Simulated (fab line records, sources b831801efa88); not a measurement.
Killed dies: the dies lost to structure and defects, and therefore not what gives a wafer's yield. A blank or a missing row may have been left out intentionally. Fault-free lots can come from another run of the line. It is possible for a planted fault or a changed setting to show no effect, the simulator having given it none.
A lot that was struck, set against a sound lot    flow sky130    19 steps out of a route of 708
Sound: wafers L698.3, L698.4, L698.6. Wafers L709.1, L709.3, L709.5 were the ones struck. The cause is named last.
Each step with rows lists, per side, the tool, then ch with its chambers, then its first start. Under that, the readings that differ: sound wafers    struck wafers    difference of the means    sigmas: that difference in standard deviations of wafers without a fault.
alike: readings with means less than 2 such deviations apart, plus words and numbers identical on both sides. not compared: withheld readings, readings lacking a value on some wafer, bounds such as >300 that could conceal the same value, and numbers that have no deviation in the record and whose values overlap.
The two part at a step that has a row with sigmas, a row that says differs or no value, or rows on one side only. Numbers that have no deviation but don't overlap get no sigmas and don't part them. Lack of a reading on every wafer of one side parts them only where that side has two or more wafers.

first, 4 steps without rows for these wafers: SKY_VT_ADJUST_LVTN_SOFTBAKE_14 (time 60 s); SKY_VT_ADJUST_LVTN_EXPOSE_15 (exposes mask HVN STD DERIVED, target cd 600 nm); SKY_VT_ADJUST_LVTN_PEB_16; SKY_VT_ADJUST_LVTN_DEVELOP_17 (develop time 60 s).
SKY_VT_ADJUST_LVTN_OVL_MEAS_18:
  sound on overlay-02 at day 8 07:11; struck on overlay-01 at day 11 09:04
reading                     sound        struck         difference  sigmas
VT_ADJUST_LVTN_01_OVL (nm)  3.2 2.5 3.2  -0.2 0.8 -0.7  -3.0        -2
next, for these wafers, 1 step has no rows: SKY_VT_ADJUST_LVTN_IMPLANT_19.
SKY_VT_ADJUST_LVTN_STRIP_20: strips in O2/N2.
  sound on plasma-asher-02 ch 0,1, day 8 07:24; struck on plasma-asher-04 ch 0,1, day 11 09:15
  alike: drypump-motor-current-A, oes-product-au, strip-time-to-endpoint-s
  not compared: rf-hours-counter-h
SKY_VT_ADJUST_LVTN_TW_MEAS_21:
  sound on film-metro-02 at day 8 07:29; struck on film-metro-01 at day 11 09:21
  alike: VT_ADJUST_LVTN_2_TW
then, 4 steps without rows for these wafers: SKY_VT_ADJUST_NCORE_DEHYDRATE_00 (time 60 s); SKY_VT_ADJUST_NCORE_HMDS_01 (prime time 60 s); SKY_VT_ADJUST_NCORE_COAT_02 (resist thk 1140 nm); SKY_VT_ADJUST_NCORE_SOFTBAKE_03 (time 60 s).
SKY_VT_ADJUST_NCORE_EXPOSE_04: exposes mask LVTN COMPLEMENT THIN, target cd 380 nm.
  sound on iline-stepper-02 ch 0, day 8 17:54; struck on iline-stepper-02 ch 0, day 11 21:37
reading                                  sound                    struck                difference  sigmas
model.VT_ADJUST_NCORE.overlay-x-nm (nm)  -0.9744 -0.9744 -0.9744  -125.1 -125.1 -125.1  -124.1      
  alike: mask
then, 2 steps without rows for these wafers: SKY_VT_ADJUST_NCORE_PEB_05; SKY_VT_ADJUST_NCORE_DEVELOP_06 (develop time 60 s).
SKY_VT_ADJUST_NCORE_CD_MEAS_07: target cd 380 nm.
  sound on cd-sem-01 at day 9 03:31; struck on cd-sem-01 at day 12 09:52
  alike: cd-nm
SKY_VT_ADJUST_NCORE_OVL_MEAS_08:
  sound on overlay-02 at day 9 03:37; struck on overlay-02 at day 12 09:59
reading                   sound           struck                difference  sigmas
VT_ADJUST_NCORE_OVL (nm)  -0.8 -0.6 -0.4  -124.2 -123.0 -124.4  -123.3      -77
next, for these wafers, 1 step has no rows: SKY_VT_ADJUST_NCORE_IMPLANT_09.
-- a jump in the record: the struck wafers' starts before and after are 37 days apart (it breaks off in module VT_ADJUST_NCORE and resumes in module PAD_OPEN, where the first step shown is number 708 of the route) --
SKY_PAD_OPEN_PROBE_99:
  sound on prober-01 at day 46 03:56; struck on prober-02 at day 49 06:06
reading                                    sound                struck                difference  sigmas
model.etest.sram-nfet-pass.off-log10-a-um  -12.77 -12.9 -12.85  -12.58 -12.16 -12.04  +0.58       
model.etest.sram-nfet-pass.vt-sat-v (V)    0.5787 0.5823 0.585  0.5541 0.5111 0.5095  -0.0571     
model.etest.sram-nfet-pass.vt-v (V)        0.681 0.6797 0.6865  0.6602 0.6213 0.6182  -0.0492     
  alike: killed_at_M0_to_M3, killed_at_M4_up, killed-at-contacts, killed-at-front-end, killed-at-other, killed-dies, killed-open, killed-short
  not compared: model.etest.sram-nfet-pass.drive-ua-um

WHERE THEY PART
At SKY_VT_ADJUST_LVTN_OVL_MEAS_18 first; at SKY_VT_ADJUST_NCORE_OVL_MEAS_08 last (within this record only). Later steps at which nothing parts them and some readings are alike: SKY_PAD_OPEN_PROBE_99.

WHY: what had been put in by the simulator
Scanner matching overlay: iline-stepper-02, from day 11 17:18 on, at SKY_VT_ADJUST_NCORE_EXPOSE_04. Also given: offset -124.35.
